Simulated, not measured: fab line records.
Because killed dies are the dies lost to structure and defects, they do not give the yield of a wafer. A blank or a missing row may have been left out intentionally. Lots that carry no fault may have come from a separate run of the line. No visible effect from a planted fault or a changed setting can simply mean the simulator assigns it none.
8D (eight disciplines) problem report, filled in by code + flow sky130 + the parts of the form that need people (team, actions taken, sign-off) are left out

== 1. THE PROBLEM ==
Mean of beam_on_s at SKY_LDD_N_IMPLANT_09: 12.35 s across 6 wafers in 2 lots; on wafers with no fault it is 10.00 s (standard deviation 0.21). Measured from the usual mean, that is +11 standard deviations.
Earliest sighting: wafer L270.4 on implanter-02 at day 21 15:12. The record holds 36 wafers of 12 lots with a number at this step. Rule for "out", or "out of limits": more than 4 standard deviations from the usual mean. The other wafers with a number count as sound.

== 2. WHAT IT IS, WHAT IT ISN'T ==
| question                    | is                            | is not                                                                                       |
|-----------------------------|-------------------------------|----------------------------------------------------------------------------------------------|
| which readings at this step | beam_on_s, faraday_current_uA | -                                                                                            |
| which lots                  | L270, L271                    | L261, L262, L264, L265, L267, L276, L279, L280, L281, L282                                   |
| which wafers of those lots  | all that have a number        | -                                                                                            |
| read on which tools         | implanter-02                  | implanter-01, implanter-04                                                                   |
| when                        | from day 21 15:12             | up to then (15 sound wafers); but 15 sound wafers of L276, L279, L280, L281, L282 came after |

== 3. THE SUSPECTS, EACH WITH WHAT RULES IT OUT ==
Counting: a tool at a process step up to the reading stays a suspect if it ran every lot that is out and no sound lot after the first of them.
- implanter-02 at SKY_LDD_N_IMPLANT_09: ruled out as a lasting fault. After its first lot that is out, L270 (day 21 15:12), sound lots L280 ran on it.
Left after counting: nothing in the record.

== 4. THE CAUSE (what the simulator had put in) ==
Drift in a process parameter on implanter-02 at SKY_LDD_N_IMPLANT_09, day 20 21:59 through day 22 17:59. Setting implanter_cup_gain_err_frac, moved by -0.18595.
Counting ruled it out, wrongly.

== 5. SEQUENCE OF EFFECTS, ordered by route ==
Rows list readings where the struck wafers' mean (over those with a number) sits beyond 3 standard deviations from the usual. Scope: only readings with a usual standard deviation given in the record; hours: median across lots of the time from each lot's start at the first step in this table that gives one to its start at this step; sigmas: change in usual standard deviations.
| hours | step                 | reading                  | usual   | on struck wafers | change | sigmas |
|-------|----------------------|--------------------------|---------|------------------|--------|--------|
| 0     | SKY_LDD_N_IMPLANT_09 | beam_on_s                | 10.00 s | 12.35            | +2.35  | +11    |
| 0     | SKY_LDD_N_IMPLANT_09 | faraday_current_uA       | 423     | 343              | -80    | -9.0   |
| 1     | SKY_LDD_N_STRIP_16   | strip_time_to_endpoint_s | 4.315 s | 4.374            | +0.059 | +3.9   |
Its process steps:
- SKY_LDD_N_IMPLANT_09
- SKY_LDD_N_STRIP_16: strips in O2/N2.

== 6. HOW IT WOULD HAVE BEEN CAUGHT EARLIER ==
17 hours passed between the start of the fault at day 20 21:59 and the first reading out of limits in this record, taken at day 21 15:12.
